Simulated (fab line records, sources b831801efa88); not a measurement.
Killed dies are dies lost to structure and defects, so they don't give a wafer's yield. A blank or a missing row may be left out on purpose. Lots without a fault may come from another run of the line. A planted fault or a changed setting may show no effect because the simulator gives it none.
One fault seen from 2 desks | flow gf180mcu | each desk has only its own numbers; what lay behind them comes last

THE METROLOGY DESK
What the gauges read, lot by lot, whatever tool the lot ran on: means of the sampled wafers that have a number. A lot is out of limits, marked OUT, if its mean lies more than 4 standard deviations from the usual mean; the brackets give that distance.
Columns: A = STI_OXIDATION_01_THK at GF_STI_THK_MEAS_22, usual 15.08 nm
lot  | first seen here | A
L974 | day 2 08:35     | 15.01
L975 | day 2 13:12     | 15.23
L977 | day 3 00:21     | 14.92
L979 | day 3 10:07     | 14.84
L980 | day 3 16:26     | 14.97
L983 | day 4 06:56     | 15.21
L985 | day 4 18:17     | 14.71
L986 | day 4 22:14     | 15.32
L988 | day 5 09:01     | 15.38
L992 | day 6 06:17     | 15.04
L993 | day 6 11:32     | 15.21
L994 | day 6 17:05     | 15.35
L995 | day 6 20:40     | 15.12
This desk's finding: nothing out of limits on any of the 13 lots.

THE TOOL OWNER'S DESK: rie_diel-01
The tool's own readings at GF_POLY_GATE_ETCH_12 (etches BARC in N2/H2): means of the sampled wafers that have a number, for each lot that ran on this tool. A lot is out of limits, marked OUT, if its mean lies more than 4 standard deviations from the usual mean; the brackets give that distance.
Columns: A = drypump_motor_current_A at GF_POLY_GATE_ETCH_12, usual 5.5 A; B = oes_product_au at GF_POLY_GATE_ETCH_12, usual 0.736 a.u.; C = rf_fwd_power_W at GF_POLY_GATE_ETCH_12, usual 495.2 W; D = throttle_valve_pct at GF_POLY_GATE_ETCH_12, usual 13.215 %
lot  | first seen here | A   | B     | C               | D
L979 | day 10 21:32    | 5.3 | 0.735 | 496.9           | 13.214
L983 | day 12 06:08    | 5.1 | 0.735 | 493.2           | 13.219
L986 | day 13 01:50    | 5.3 | 0.738 | 494.5           | 13.216
L988 | day 13 15:41    | 5.4 | 0.742 | 393.4 (-51) OUT | 13.223
L992 | day 14 20:47    | 5.3 | 0.736 | 395.4 (-50) OUT | 13.220
This desk's finding: out of limits on L988, L992; first on L988, day 13 15:41 (rf_fwd_power_W at GF_POLY_GATE_ETCH_12). In limits: L979, L983, L986.

PUT TOGETHER
The tool owner's desk could have raised an alarm at day 13 15:41, on L988, L992.
The metrology desk saw nothing out of limits.
The metrology desk has L988, L992 on record, within its limits.
Of the lots named, all ran GF_POLY_GATE_ETCH_12 on rie_diel-01.

WHAT THE SIMULATOR HAD PUT IN
Process parameter drift: rie_diel-01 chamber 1, from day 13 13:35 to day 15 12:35, at GF_POLY_GATE_ETCH_12. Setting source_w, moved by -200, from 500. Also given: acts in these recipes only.
Lots struck among those shown: L988, L992.
Hours from the fault's start to each desk's first reading out of limits: the tool owner's desk, 2.
